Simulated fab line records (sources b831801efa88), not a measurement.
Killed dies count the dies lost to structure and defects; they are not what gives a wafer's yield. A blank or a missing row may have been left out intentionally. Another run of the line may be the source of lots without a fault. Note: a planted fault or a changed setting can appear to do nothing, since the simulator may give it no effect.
The tool behind it: which one?	flow gf180mcu	at 1 step of a route of 602, 12 lots with 36 wafers sampled

## WHAT EACH GAUGE READ, for each wafer
GF_VT_IMPLANT_TW_MEAS_21.
lot	measured	on	VT_IMPLANT_2_TW
L075	day 6 10:28	film-metro-01	1244 1245 1246
L077	day 7 02:34	film-metro-03	1205 1206 1214
L079	day 7 13:01	film-metro-03	1216 1208 1206
L081	day 7 20:25	film-metro-01	1239 1234 1242
L083	day 8 10:58	film-metro-03	1219 1215 1217
L085	day 9 00:01	film-metro-04	1217 1215 1218
L087	day 9 21:34	film-metro-04	1210 1209 1216
L089	day 10 12:22	film-metro-04	1207 1219 1210
L091	day 10 20:52	film-metro-01	1239 1230 1234
L093	day 11 09:10	film-metro-04	1208 1213 1212
L095	day 11 21:40	film-metro-03	1222 1224 1224
L097	day 12 09:15	film-metro-03	1214 1206 1214

## WHAT TOOL EACH LOT RAN ON (gives the tool, then ch and the chambers of the sampled wafers, and finally the start)
The record holds no process step before these readings.

## THE ANSWER, worked out from the rows above alone
Rule: what is usual is taken from the lots themselves. Put in order of their means at a reading, lots are off if they are a third of the lots or fewer, leave a main group of 4 or more, and stand apart from it by a gap of 3 or more times the standard deviation of the main group's means; of several such gaps the widest counts. The tables above print the reading to a certain number of digits; a main group whose means all agree to those digits is not used. A lot without any number at a reading at which 4 lots or more have one is off too. All remaining lots with rows at the step are treated as sound.
Nothing can be told from this: no lot is off at any reading shown.

## WHAT THE SIMULATOR HAD PUT IN
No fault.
